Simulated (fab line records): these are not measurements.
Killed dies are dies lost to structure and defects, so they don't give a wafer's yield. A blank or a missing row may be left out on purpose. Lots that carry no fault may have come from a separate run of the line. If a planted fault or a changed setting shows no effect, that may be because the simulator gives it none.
2 desks, one fault || flow gf180mcu || each desk holds nothing but its own numbers, with what lay behind them at the end

== THE METROLOGY DESK ==
Means of the sampled wafers that have a number, per lot and without regard to the tool the lot ran on: this is what the gauges read. A lot is out of limits, marked OUT, if its mean lies more than 4 standard deviations from the usual mean; the brackets give that distance.
Columns: A = HV_LDD_2_TW at GF_HV_LDD_TW_MEAS_23, usual 1057; B = SALICIDE_TIN_RS at GF_SALICIDE_RS_MEAS_04, usual 16.4 ohm/sq
{"lot": "L347", "first seen here": "day 10 14:49", "A": 1072, "B": 16.2}
{"lot": "L348", "first seen here": "day 11 02:23", "A": 1050, "B": 16.8}
{"lot": "L349", "first seen here": "day 11 05:56", "A": 1052, "B": 16.4}
{"lot": "L353", "first seen here": "day 12 13:01", "A": "1146 (+9.7) OUT", "B": 16.3}
{"lot": "L357", "first seen here": "day 13 20:07", "A": "1143 (+9.5) OUT", "B": 16.3}
{"lot": "L358", "first seen here": "day 14 06:34", "A": 1050, "B": 16.4}
{"lot": "L360", "first seen here": "day 14 21:22", "A": 1058, "B": 16.4}
{"lot": "L362", "first seen here": "day 15 16:55", "A": 1060, "B": 16.7}
{"lot": "L363", "first seen here": "day 16 05:38", "A": 1047, "B": 16.6}
{"lot": "L364", "first seen here": "day 16 19:14", "A": 1052, "B": 16.0}
{"lot": "L366", "first seen here": "day 16 22:31", "A": 1053, "B": 16.6}
{"lot": "L368", "first seen here": "day 17 13:37", "A": 1059, "B": 16.3}
{"lot": "L370", "first seen here": "day 18 06:37", "A": 1073, "B": 16.5}
This desk reports L353, L357 out of limits; the earliest was L353 at day 12 13:01 (HV_LDD_2_TW at GF_HV_LDD_TW_MEAS_23). L347, L348, L349, L358, L360, L362, L363, L364, L366, L368, L370 stayed within limits.

== TOOL OWNER'S DESK, implanter-02 ==
GF_HV_LDD_IMPLANT_21, tool's own readings: per-lot mean of the sampled wafers with a number, covering each lot this tool ran. A lot is out of limits, marked OUT, if its mean lies more than 4 standard deviations from the usual mean; the brackets give that distance.
Columns: A = beamEnergyKeV at GF_HV_LDD_IMPLANT_21, usual 25.000; B = beamOnS at GF_HV_LDD_IMPLANT_21, usual 10.02 s
{"lot": "L348", "first seen here": "day 11 02:09", "A": 25.001, "B": 10.04}
{"lot": "L353", "first seen here": "day 12 12:48", "A": "34.271 (+99 or more) OUT", "B": 10.20}
{"lot": "L357", "first seen here": "day 13 19:52", "A": "34.292 (+99 or more) OUT", "B": 10.02}
{"lot": "L364", "first seen here": "day 16 19:00", "A": 25.008, "B": 9.93}
{"lot": "L368", "first seen here": "day 17 13:22", "A": 25.009, "B": 10.31}
{"lot": "L370", "first seen here": "day 18 06:22", "A": 25.000, "B": 9.88}
This desk's verdict: out of limits on L353, L357, starting with L353 at day 12 12:48 (beamEnergyKeV at GF_HV_LDD_IMPLANT_21). L348, L364, L368, L370 stayed within limits.

== ALL TOGETHER ==
On L353, L357, at day 12 12:48, an alarm was possible from the tool owner's desk.
L353, L357 would have let the metrology desk raise an alarm at day 12 13:01.
Every lot named ran GF_HV_LDD_IMPLANT_21 on implanter-02.

== WHAT HAD BEEN PUT IN BY THE SIMULATOR ==
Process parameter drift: implanter-02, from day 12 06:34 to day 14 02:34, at GF_HV_LDD_IMPLANT_21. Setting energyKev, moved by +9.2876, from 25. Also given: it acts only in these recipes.
Lots struck among those shown: L353, L357.
Counting hours from when the fault started, the first reading out of limits came at 6 for the tool owner's desk and at 6 for the metrology desk.
